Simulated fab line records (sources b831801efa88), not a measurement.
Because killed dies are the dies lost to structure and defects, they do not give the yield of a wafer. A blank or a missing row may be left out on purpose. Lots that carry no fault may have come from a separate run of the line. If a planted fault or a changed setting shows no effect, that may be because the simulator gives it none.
Chamber matching    flow sky130    4 sister chambers for SKY_FIELD_ISO_ETCH_15 on rieDiel-03
The step etches the open film in CHF3/O2, stops on Si, target depth 180 nm, time 72 s. 4 wafers are shown with their chamber, then 8 later ones without.

## EACH WAFER AND ITS CHAMBER
wafer   chamber  drypumpMotorCurrentA (A)
L728.1  0        4.9
L729.3  3        5.9
L729.6  2        5.6
L730.2  1        4.9

## WAFERS MISSING THEIR CHAMBER
wafer   drypumpMotorCurrentA (A)
L730.5  4.9
L730.6  4.9
L736.1  5.9
L736.2  5.0
L736.4  5.5
L738.2  4.9
L738.5  5.9
L738.6  5.6

## WHICH CHAMBER EACH WENT THROUGH
wafer   from the rows above      in truth
L730.5  can't be placed: 0 or 1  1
L730.6  can't be placed: 0 or 1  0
L736.1  3                        3
L736.2  can't be placed: 0 or 1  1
L736.4  2                        2
L738.2  can't be placed: 0 or 1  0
L738.5  3                        3
L738.6  2                        2
4 of 8 placed correctly. Unplaceable from these rows: 4, with the true chamber sitting among the candidates in 4. Placed wrongly: 0.
How it was worked out, from the rows above alone: a wafer's distance from a chamber is the root of the sum, over the readings, of the square of ((its reading less the chamber's mean) divided by the reading's scatter). If the next closest chamber is less than 2 further off than the closest, the wafer can't be placed; otherwise it belongs to the closest. A chamber's mean is the mean of its shown wafers. The scatter (one wafer shown for each chamber): square how far every hidden wafer sits from the nearest shown wafer, average those squares and take the square root.
